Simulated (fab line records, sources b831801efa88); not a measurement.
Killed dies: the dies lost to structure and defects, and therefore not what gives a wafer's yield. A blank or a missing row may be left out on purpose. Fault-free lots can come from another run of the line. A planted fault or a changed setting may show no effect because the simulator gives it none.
fab line records	flow gf180mcu
record: lots: 11	wafers: 33	last-day: 34
route steps=602 shown SALICIDE@284 V1@351 M3@418 V4@500
lots that met no fault: taken from a fault-free run of the same line
start-h: start of the lot's first displayed wafer, in hours after the record's first day	wait-h: time in hours since the lot's previous step	" as in the row above	L1.1+2: one row covering several wafers at once	- no value, or no start was given	* or withheld: withheld	< > ~ a bound
route shown NAME@n: names a module that has steps shown in the file, with the first one's number in the route	usual: mean/standard deviation taken from wafers without a fault	same: alike in all rows	chamber/n: place in a boat	sites: each site's reading	_std_site: how widely they spread, as a standard deviation	_edge_site: outer sites' mean less inner sites'	radius-mm: how far each site lies from the wafer's centre	mask NAME#n: copy n	behind: the tool/chamber that last shaped the wafer	hold: the reason the lot was held/the length of the hold in hours/how it ended	device: transistor that didn't switch, given as n, p or np	end of line: the same wafers' tests at the end of the route	a step with no rows: only its recipe	killed: not the wafer's yield, but the dies lost to structure and defects at the first sort	map: the dies of a wafer, with x for killed, . for not killed, _ for no die there
set.NAME: setting as actually run; set.NAME@STEP: the setting as run at that earlier step	model.NAME: the simulator's own value behind a step, which no gauge read
one table for each step of the route and one row for each wafer, over a sample of lots
services: when a tool's chamber went out of use (start-h, in hours from the record's first day, below 0 if earlier), for how many hours, and the reason
== steps ==
step: GF_SALICIDE_RTA_06
recipe: temp-c: 530	time-s: 30	ambient: N2
usual: lamp-power-pct: 5.488/0.028	wafer_temp_C_max: 532.8/1.2
lot.wafer	tool	chamber	start-h	wait-h	lamp-power-pct	wafer_temp_C_max
L546.2	rtp-anneal-02	0	339.68	0.1	5.507	533.3
L546.5	"	0	"	"	5.516	534.2
L546.6	"	0	"	"	5.508	533.8
L547.1	rtp-anneal-01	0	344.13	0.1	5.459	531.8
L547.2	"	0	"	"	5.462	531.4
L547.4	"	0	"	"	5.452	531.5
L548.1	rtp-anneal-01	0	352.88	0.1	5.453	531.7
L548.5	"	0	"	"	5.453	531.8
L548.6	"	0	"	"	5.456	532.4
L550.1	rtp-anneal-01	0	366.45	0.1	5.464	531.5
L550.3	"	0	"	"	5.443	531.3
L550.4	"	0	"	"	5.449	532.0
L551.2	rtp-anneal-01	0	379.59	0.1	5.464	532.0
L551.5	"	0	"	"	5.455	532.5
L551.6	"	0	"	"	5.467	531.9
L552.1	rtp-anneal-01	0	389.38	0.1	5.450	531.4
L552.2	"	0	"	"	5.461	531.8
L552.4	"	0	"	"	5.464	532.1
L553.2	rtp-anneal-02	0	396.29	0.1	5.505	533.6
L553.5	"	0	"	"	5.506	534.6
L553.6	"	0	"	"	5.515	533.7
L554.2	rtp-anneal-02	0	410.46	0.1	5.509	533.7
L554.5	"	0	"	"	5.509	532.8
L554.6	"	0	"	"	5.506	534.2
L560.1	rtp-anneal-01	0	463.33	0.1	5.456	532.2
L560.4	"	0	"	"	5.444	531.9
L560.6	"	0	"	"	5.457	532.0
L566.1	rtp-anneal-02	0	508.06	0.1	5.507	532.8
L566.2	"	0	"	"	5.508	533.5
L566.3	"	0	"	"	5.511	533.9
L568.3	rtp-anneal-01	0	522.89	0.1	5.450	531.6
L568.5	"	0	"	"	5.460	532.5
L568.6	"	0	"	"	5.459	532.0
step: GF_V1_ETCH_16
recipe: chemistry: N2/H2	target-depth-a: withheld	overetch-a: withheld	time-s: withheld	target: BARC	ion-energy-ev: 200	source-w: 500	bias-w: 100	pressure-mtorr: 30	n2-flow-sccm: 100	h2-flow-sccm: 200
usual: chamber-pressure-mTorr: 30.001/0.028	drypump-motor-current-A: 5.6/0.33	oes-product-au: 0.854/0.0042	rf-fwd-power-W: 495.2/2	throttle-valve-pct: 13.224/0.0091
lot.wafer	tool	chamber	start-h	wait-h	chamber-pressure-mTorr	drypump-motor-current-A	oes-product-au	rf-fwd-power-W	throttle-valve-pct
L546.2	rie-diel-04	1	412.62	0.0	30.001	6.1	0.856	496.4	13.244
L546.5	"	0	"	"	29.954	5.7	0.856	493.3	13.220
L546.6	"	1	"	"	30.027	6.0	0.858	497.3	13.225
L547.1	rie-diel-01	2	417.17	0.0	30.037	5.9	0.853	497.5	13.219
L547.2	"	0	"	"	29.999	4.8	0.851	495.0	13.231
L547.4	"	3	"	"	29.970	5.7	0.847	494.0	13.230
L548.1	rie-diel-01	0	425.22	0.0	30.029	4.8	0.859	496.4	13.223
L548.5	"	0	"	"	30.028	4.8	0.853	493.7	13.231
L548.6	"	3	"	"	29.995	5.6	0.853	496.3	13.251
L550.1	rie-diel-02	0	440.42	0.0	30.016	5.6	0.862	496.3	13.229
L550.3	"	3	"	"	30.005	5.9	0.847	495.6	13.216
L550.4	"	1	"	"	30.008	6.1	0.858	493.6	13.237
L551.2	rie-diel-01	0	453.75	0.0	29.977	4.8	0.853	496.5	13.218
L551.5	"	3	"	"	30.010	5.7	0.861	492.2	13.215
L551.6	"	0	"	"	29.964	4.8	0.851	494.6	13.220
L552.1	rie-diel-04	2	463.62	0.0	30.015	5.4	0.851	496.1	13.229
L552.2	"	1	"	"	30.012	6.1	0.859	495.1	13.232
L552.4	"	0	"	"	30.001	5.7	0.856	491.5	13.225
L553.2	rie-diel-02	1	469.70	0.0	30.062	6.0	0.850	491.3	13.224
L553.5	"	3	"	"	30.010	5.8	0.851	497.7	13.228
L553.6	"	1	"	"	29.989	6.0	0.850	493.6	13.214
L554.2	rie-diel-02	2	484.52	0.0	30.014	5.2	0.856	496.0	13.231
L554.5	"	1	"	"	29.957	6.1	0.859	493.1	13.223
L554.6	"	2	"	"	30.018	5.2	0.851	492.9	13.221
L560.1	rie-diel-01	1	536.17	0.0	30.027	5.4	0.855	496.3	13.230
L560.4	"	0	"	"	29.996	4.8	0.856	497.8	13.234
L560.6	"	2	"	"	30.019	5.8	0.859	496.6	13.212
L566.1	rie-diel-04	2	580.42	0.0	30.042	5.4	0.852	496.0	13.233
L566.2	"	0	"	"	30.005	5.7	0.858	492.7	13.233
L566.3	"	3	"	"	29.979	5.5	0.850	495.1	13.222
L568.3	rie-diel-01	1	592.65	0.0	29.983	5.4	0.857	495.8	13.225
L568.5	"	2	"	"	30.000	5.8	0.846	493.1	13.207
L568.6	"	1	"	"	30.024	5.4	0.856	494.8	13.211
step: GF_M3_COAT_09
recipe: resist: KrF	spin-rpm: withheld	resist-thk-nm: 1000
lot.wafer	tool	chamber	start-h	wait-h
L546.2+5+6	litho-track-04	0	475.22	0.1
L547.1+2+4	litho-track-03	0	481.12	0.1
L548.1+5+6	litho-track-02	0	487.86	0.1
L550.1+3+4	litho-track-02	0	503.96	0.1
L551.2+5+6	litho-track-04	0	516.72	0.1
L552.1+2+4	litho-track-03	0	526.86	0.1
L553.2+5+6	litho-track-02	0	532.59	0.1
L554.2+5+6	litho-track-03	0	547.14	0.1
L560.1+4+6	litho-track-03	0	596.21	0.1
L566.1+2+3	litho-track-04	0	637.30	0.1
L568.3+5+6	litho-track-04	0	649.50	0.1
step: GF_M3_STRIP_17
recipe: chemistry: O2/N2	power-w: 1400	pressure-mtorr: 1500	platen-temp-c: 250	o2-flow-sccm: 3000	n2-flow-sccm: 300	overash-fraction: 0.5
usual: chamber-pressure-mTorr: 1500.0/1.4	drypump-motor-current-A: 6.1/0.3	heater-power-w: 299/21	oes-product-au: 0.536/0.005	strip-time-to-endpoint-s: 7.37/0.044
lot.wafer	tool	chamber	start-h	wait-h	chamber-pressure-mTorr	drypump-motor-current-A	heater-power-w	oes-product-au	rf-hours-counter-h	strip-time-to-endpoint-s
L546.2	plasma-asher-04	1	487.88	0.1	1498.7	6.2	269	0.534	40	7.37
L546.5	"	0	"	"	1497.9	6.0	287	0.543	-	7.36
L546.6	"	1	"	"	1499.7	6.2	262	0.535	-	7.38
L547.1	plasma-asher-02	0	492.68	0.1	1499.8	6.2	308	0.538	6	7.34
L547.2	"	1	"	"	1500.0	5.5	319	0.534	6	7.34
L547.4	"	1	"	"	1500.5	5.5	311	0.535	-	7.32
L548.1	plasma-asher-02	1	499.63	0.1	1498.9	5.5	321	0.537	7	7.43
L548.5	"	1	"	"	1500.4	5.5	324	0.537	-	7.42
L548.6	"	0	"	"	1500.6	6.2	311	0.529	-	7.37
L550.1	plasma-asher-04	0	515.80	0.1	1501.4	5.9	287	0.540	43	7.35
L550.3	"	1	"	"	1500.5	6.2	259	0.533	-	7.30
L550.4	"	0	"	"	1499.6	5.9	285	0.542	-	7.42
L551.2	plasma-asher-02	1	528.99	0.1	1500.1	5.5	327	0.536	10	7.37
L551.5	"	0	"	"	1501.2	6.3	301	0.539	-	7.30
L551.6	"	1	"	"	1502.1	5.5	313	0.533	-	7.38
L552.1	plasma-asher-04	1	538.78	0.1	1499.1	6.2	265	0.544	46	7.40
L552.2	"	0	"	"	1499.8	6.0	287	0.532	46	7.36
L552.4	"	1	"	"	1500.8	6.2	264	0.530	-	7.41
L553.2	plasma-asher-02	0	544.15	0.1	1499.5	6.3	312	0.544	12	7.36
L553.5	"	0	"	"	1499.5	6.3	312	0.539	-	7.39
L553.6	"	1	"	"	1500.6	5.5	323	0.535	-	7.39
L554.2	plasma-asher-02	1	558.78	0.1	1501.6	5.5	327	0.544	13	7.36
L554.5	"	0	"	"	1499.3	6.2	312	0.533	-	7.40
L554.6	"	1	"	"	1500.2	5.5	316	0.541	-	7.39
L560.1	plasma-asher-04	0	606.93	0.1	1498.8	6.0	289	0.526	54	7.33
L560.4	"	1	"	"	1499.6	6.2	272	0.533	-	7.50
L560.6	"	1	"	"	1500.2	6.2	260	0.534	-	7.48
L566.1	plasma-asher-01	1	647.85	0.1	1499.7	6.0	309	0.536	90	7.36
L566.2	"	0	"	"	1501.1	6.5	329	0.538	90	7.40
L566.3	"	1	"	"	1499.3	6.0	300	0.547	-	7.39
L568.3	plasma-asher-01	1	659.43	0.1	1500.9	6.0	309	0.531	-	7.37
L568.5	"	1	"	"	1497.9	6.0	301	0.536	-	7.38
L568.6	"	0	"	"	1497.9	6.5	325	0.545	-	7.40
step: GF_V4_RS_MEAS_24
recipe: thk-meas-gauge: four-point-probe	reads: W_of_V4_CVD_23+TiN_of_V4_SPUTTER_22+Ti_of_V4_SPUTTER_21
usual: V4_W_RS: 0.3290/0.0028
lot.wafer	tool	chamber	start-h	wait-h	V4_W_RS[ohm/sq]
L546.2	film-metro-01	-	560.28	0.1	0.3338
L546.5	"	-	"	"	0.3333
L546.6	"	-	"	"	0.3329
L547.1	film-metro-04	-	566.02	0.1	0.3272
L547.2	"	-	"	"	0.3274
L547.4	"	-	"	"	0.3243
L548.1	film-metro-02	-	572.54	0.1	0.3273
L548.5	"	-	"	"	0.3293
L548.6	"	-	"	"	0.3272
L550.1	film-metro-04	-	587.32	0.1	0.3325
L550.3	"	-	"	"	0.3336
L550.4	"	-	"	"	0.3268
L551.2	film-metro-01	-	600.70	0.1	0.3290
L551.5	"	-	"	"	0.3298
L551.6	"	-	"	"	0.3316
L552.1	film-metro-02	-	608.93	0.1	0.3304
L552.2	"	-	"	"	0.3302
L552.4	"	-	"	"	0.3297
L553.2	film-metro-02	-	615.16	0.1	0.3253
L553.5	"	-	"	"	0.3298
L553.6	"	-	"	"	0.3280
L554.2	film-metro-01	-	630.19	0.1	0.3260
L554.5	"	-	"	"	0.3300
L554.6	"	-	"	"	0.3296
L560.1	film-metro-01	-	674.05	0.1	0.3311
L560.4	"	-	"	"	0.3283
L560.6	"	-	"	"	0.3270
L566.1	film-metro-02	-	707.73	0.1	0.3245
L566.2	"	-	"	"	0.3256
L566.3	"	-	"	"	0.3258
L568.3	film-metro-01	-	721.33	0.1	0.3269
L568.5	"	-	"	"	0.3299
L568.6	"	-	"	"	0.3286
== services ==
tool	chamber	start-h	hours	kind
rtp-anneal-01	-	333.40	3.6	pm
rie-diel-04	0	369.08	6.1	repair
plasma-asher-02	-	421.25	9.0	pm
plasma-asher-04	-	421.60	4.0	repair
rie-diel-01	-	444.74	1.3	repair
rie-diel-02	2	461.41	3.3	repair
rie-diel-02	0	468.18	8.3	repair
rie-diel-01	0	468.54	13.1	repair
plasma-asher-02	-	475.20	4.3	pm
rie-diel-04	0	491.29	3.8	repair
rie-diel-01	0	499.72	3.8	repair
rie-diel-04	-	502.83	2.3	repair
rie-diel-02	1	505.40	4.3	repair
rie-diel-02	-	505.79	0.3	repair
rie-diel-04	0	508.61	9.0	repair
rie-diel-04	0	558.90	4.9	repair
rie-diel-01	1	566.22	9.4	repair
rie-diel-02	-	572.82	0.3	repair
rie-diel-02	1	583.96	7.7	repair
rie-diel-04	0	604.87	5.7	repair
rie-diel-01	-	616.68	0.8	repair
rie-diel-04	-	632.36	0.3	repair
plasma-asher-04	-	641.31	2.3	repair
plasma-asher-02	-	652.93	2.8	pm
== key ==
first-sign: step: GF_M3_STRIP_17	reading: strip-time-to-endpoint-s	direction: up	sigmas: 2.8	usual: *	struck: *
effect none on later readings
met-at GF_M3_COAT_09
struck-lots L560
struck-wafers L560.4,L560.6
not-acting-at GF_SALICIDE_RTA_06,GF_V1_ETCH_16,GF_V4_RS_MEAS_24
onset-between 547.14 596.21
fault: kind: process-parameter-drift	tool: litho-track-03	chamber: -	onset-h: 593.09	steps: GF_M3_COAT_09	channel: resist-thk-nm	offset: *	shape: step	end-h: 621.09	scope: struck-wafers-only	acts-in: *	stated: *
